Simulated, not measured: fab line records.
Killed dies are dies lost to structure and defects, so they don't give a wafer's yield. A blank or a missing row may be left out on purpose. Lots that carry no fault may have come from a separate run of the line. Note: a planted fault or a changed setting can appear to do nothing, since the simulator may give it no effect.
Matching of chambers ; flow gf180mcu ; GF_V5_CMP_04 on cmp-01 has 4 sister chambers
The step polishes SiO2. 4 wafers are shown with their chamber, then 9 later ones without.

## WAFERS WITH THEIR CHAMBER
wafer;chamber;motorCurrentA (A)
L758.3;1;11.5
L772.2;3;11.3
L772.4;2;11.5
L772.5;0;11.2

## WAFERS WITH NO CHAMBER GIVEN
wafer;motorCurrentA (A)
L775.2;11.3
L775.4;11.7
L775.5;12.1
L774.2;11.2
L774.4;11.3
L774.6;11.4
L776.2;10.9
L776.5;10.7
L776.6;11.2

## WHICH CHAMBER EACH WENT THROUGH
wafer;from the rows above;in truth
L775.2;can't be placed: 3 or 0 or 1 or 2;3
L775.4;can't be placed: 1 or 2 or 3 or 0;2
L775.5;can't be placed: 1 or 2 or 3 or 0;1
L774.2;can't be placed: 0 or 3 or 1 or 2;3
L774.4;can't be placed: 3 or 0 or 1 or 2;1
L774.6;can't be placed: 1 or 2 or 3 or 0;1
L776.2;can't be placed: 0 or 3 or 1 or 2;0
L776.5;can't be placed: 0 or 3 or 1 or 2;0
L776.6;can't be placed: 0 or 3 or 1 or 2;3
Correctly placed: 0 of 9. Cannot be placed on the basis of these rows: 9; the candidates contain the true chamber in 9. Number placed wrongly: 0.
How it was worked out, from the rows above alone: a wafer's distance from a chamber is the root of the sum, over the readings, of the square of ((its reading less the chamber's mean) divided by the reading's scatter). The wafer belongs to the nearest chamber; if the next one is less than 2 further off, it can't be placed. The mean given for a chamber averages the wafers shown for that chamber. The scatter (one wafer shown for each chamber): square how far every hidden wafer sits from the nearest shown wafer, average those squares and take the square root.
